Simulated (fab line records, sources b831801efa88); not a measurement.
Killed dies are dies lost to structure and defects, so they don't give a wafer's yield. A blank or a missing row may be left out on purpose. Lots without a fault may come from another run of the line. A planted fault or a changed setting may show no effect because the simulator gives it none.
Which tool did it? | flow gf180mcu | 11 lots, 32 wafers sampled, at 6 steps of a route of 602

WHAT THE GAUGES READ, wafer by wafer
GF_CONTACT_THK_MEAS_01.
lot  | measured     | on            | CONTACT_CVD_00_THK (nm)
L542 | day 16 17:10 | film_metro-01 | 302 300 299
L544 | day 17 02:58 | film_metro-04 | 300 303 298
L545 | day 17 07:17 | film_metro-02 | 306 300 303
L546 | day 18 03:22 | film_metro-04 | 302 302 305
L547 | day 18 07:23 | film_metro-01 | 303 302 301
L548 | day 18 19:44 | film_metro-02 | 305 303 307
L549 | day 19 01:21 | film_metro-01 | 307 306 307
L550 | day 19 14:39 | film_metro-01 | 295 300 303
L551 | day 20 07:49 | film_metro-02 | 303 303
L554 | day 21 02:43 | film_metro-04 | 303 303 307
L561 | day 22 21:57 | film_metro-04 | 302 302 300

GF_V1_RS_MEAS_24: measures by four-point-probe.
lot  | measured     | on            | V1_W_RS (ohm/sq)
L542 | day 19 21:02 | film_metro-04 | 0.335 0.332 0.329
L544 | day 20 06:59 | film_metro-03 | 0.323 0.322 0.324
L545 | day 20 11:14 | film_metro-03 | 0.327 0.323 0.323
L546 | day 21 08:19 | film_metro-04 | 0.323 0.326 0.322
L547 | day 21 10:55 | film_metro-04 | 0.329 0.329 0.325
L548 | day 21 23:42 | film_metro-03 | 0.328 0.323 0.324
L549 | day 22 06:13 | film_metro-01 | 0.326 0.327 0.325
L550 | day 22 18:35 | film_metro-04 | 0.562 0.576 0.327 0.563 0.576 0.327
L551 | day 23 10:13 | film_metro-03 | 0.564 0.326 0.567 0.327
L554 | day 24 05:52 | film_metro-04 | 0.575 0.327 0.578 0.574 0.326 0.577
L561 | day 25 21:05 | film_metro-01 | 0.326 0.330 0.337

GF_V1_THK_MEAS_25: measures by xrf.
lot  | measured     | on            | V1_W_THK (nm)
L542 | day 19 21:10 | film_metro-04 | 344 345 353
L544 | day 20 07:05 | film_metro-03 | 354 352 352
L545 | day 20 11:22 | film_metro-03 | 349 354 353
L546 | day 21 08:25 | film_metro-04 | 363 353 359
L547 | day 21 11:01 | film_metro-04 | 350 349 357
L548 | day 21 23:49 | film_metro-03 | 346 351 350
L549 | day 22 06:20 | film_metro-01 | 356 354 358
L550 | day 22 20:53 | film_metro-04 | 206 202 356 206 202 351
L551 | day 23 14:26 | film_metro-03 | 206 359 205 356
L554 | day 24 14:24 | film_metro-04 | 203 354 201 202 355 201
L561 | day 25 21:12 | film_metro-01 | 358 353 348

WHICH TOOL RAN EACH LOT (tool, then ch and the chambers of the sampled wafers, then the start)
lot  | GF_CONTACT_CMP_27             | GF_M1_SPUTTER_04             | GF_V1_CVD_23
L542 | cmp-02 ch 0,1,2, day 17 17:59 | pvd_sputter-01, day 17 18:25 | cvd_w-01 ch 0,1, day 19 20:55
L544 | cmp-02 ch 1,3, day 18 03:37   | pvd_sputter-03, day 18 04:06 | cvd_w-02 ch 0,1, day 20 06:52
L545 | cmp-02 ch 1,2,3, day 18 07:53 | pvd_sputter-01, day 18 08:16 | cvd_w-02 ch 0,1, day 20 11:08
L546 | cmp-01 ch 1,2, day 19 05:19   | pvd_sputter-01, day 19 05:47 | cvd_w-02 ch 0, day 21 08:11
L547 | cmp-01 ch 2,3, day 19 08:31   | pvd_sputter-03, day 19 08:57 | cvd_w-02 ch 0,1, day 21 10:47
L548 | cmp-01 ch 1,2,3, day 19 21:37 | pvd_sputter-03, day 19 22:00 | cvd_w-01 ch 0,1, day 21 23:35
L549 | cmp-02 ch 0,1,2, day 20 03:26 | pvd_sputter-03, day 20 03:46 | cvd_w-02 ch 0,1, day 22 06:06
L550 | cmp-01 ch 1,3, day 20 15:59   | pvd_sputter-01, day 20 16:25 | cvd_w-02 ch 0,1, day 22 18:29
L551 | cmp-01 ch 0,3, day 21 08:44   | pvd_sputter-04, day 21 09:07 | cvd_w-02 ch 1, day 23 10:02
L554 | cmp-02 ch 0,2,3, day 22 04:43 | pvd_sputter-04, day 22 05:08 | cvd_w-02 ch 0,1, day 24 05:42
L561 | cmp-01 ch 2,3, day 23 22:13   | pvd_sputter-04, day 23 22:38 | cvd_w-01 ch 0,1, day 25 20:58
- GF_CONTACT_CMP_27: polishes, stops on SiO2, t overpolish 15 s, target thk 0 nm.
- GF_M1_SPUTTER_04: material TiN, target thk 50 nm, time 41.7 s.
- GF_V1_CVD_23: deposits W, target thk 350 nm, time 105.05 s.

WHAT THE TOOLS THEMSELVES READ (means of the sampled wafers that have a number; where no wafer has one, the mark that the record gives instead)
GF_CONTACT_CMP_27.
lot  | tool   | head_pressure_psi (psi) | motor_current_A (A) | overpolish_run_s (s) | time_to_endpoint_s (s)
L542 | cmp-02 | 3.499                   | 10.9                | 14.994               | 72
L544 | cmp-02 | 3.504                   | 11.8                | 14.997               | 76
L545 | cmp-02 | 3.497                   | 11.2                | 15.003               | 76
L546 | cmp-01 | 3.499                   | 12.1                | 15.001               | 68
L547 | cmp-01 | 3.493                   | 10.1                | 15.003               | 72
L548 | cmp-01 | 3.501                   | 11.3                | 14.996               | 69
L549 | cmp-02 | 3.498                   | 11.3                | 15.002               | 70
L550 | cmp-01 | 3.499                   | 10.6                | 14.991               | 69
L551 | cmp-01 | 3.495                   | 10.6                | 15.002               | 76
L554 | cmp-02 | 3.498                   | 11.8                | 15.002               | 72
L561 | cmp-01 | 3.497                   | 11.2                | 15.000               | 74

GF_M1_SPUTTER_04.
lot  | tool           | throttle_valve_pct (%)
L542 | pvd_sputter-01 | 29.1
L544 | pvd_sputter-03 | 30.6
L545 | pvd_sputter-01 | 29.5
L546 | pvd_sputter-01 | 29.4
L547 | pvd_sputter-03 | 30.6
L548 | pvd_sputter-03 | 29.4
L549 | pvd_sputter-03 | 30.5
L550 | pvd_sputter-01 | 29.6
L551 | pvd_sputter-04 | 30.0
L554 | pvd_sputter-04 | 29.6
L561 | pvd_sputter-04 | 29.8

GF_V1_CVD_23.
lot  | tool     | heater_power_w (W)
L542 | cvd_w-01 | 826
L544 | cvd_w-02 | 882
L545 | cvd_w-02 | 874
L546 | cvd_w-02 | 873
L547 | cvd_w-02 | 875
L548 | cvd_w-01 | 825
L549 | cvd_w-02 | 876
L550 | cvd_w-02 | 878
L551 | cvd_w-02 | 882
L554 | cvd_w-02 | 874
L561 | cvd_w-01 | 813

THE ANSWER, worked out from the rows above alone
Rule: what is usual is taken from the lots themselves. Put in order of their means at a reading, lots are off if they are a third of the lots or fewer, leave a main group of 4 or more, and stand apart from it by a gap of 3 or more times the standard deviation of the main group's means; of several such gaps the widest counts. A main group whose means are all the same, to the digits that the tables above print for the reading, isn't used. A lot without any number at a reading at which 4 lots or more have one is off too. The other lots that the step has rows for count as sound. The gauges are gone through in route order, then the tools' own readings, and for those a lot's mean is taken as printed above. The first step at which some lot is off is used, and at that step the reading that is off furthest; a lot without a number counts as furthest.
Off: L550, L551, L554, at GF_V1_RS_MEAS_24 (V1_W_RS). The main group: mean 0.327 ohm/sq, standard deviation 0.0031.
A tool fits if, at a process step before that reading, it ran every lot that is off, and no sound lot after the first of them. The gauges at GF_V1_RS_MEAS_24 are tried like those tools. One fits: cvd_w-02 at GF_V1_CVD_23. Its last sound lot is L549 (day 22 06:06), its first lot that is off L550 (day 22 18:29): a fault that began between those two fits.

WHAT THE SIMULATOR HAD PUT IN
Process parameter drift: cvd_w-02, from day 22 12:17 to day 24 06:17, at GF_V1_CVD_23. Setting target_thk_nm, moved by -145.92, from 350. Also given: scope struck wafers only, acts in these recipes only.
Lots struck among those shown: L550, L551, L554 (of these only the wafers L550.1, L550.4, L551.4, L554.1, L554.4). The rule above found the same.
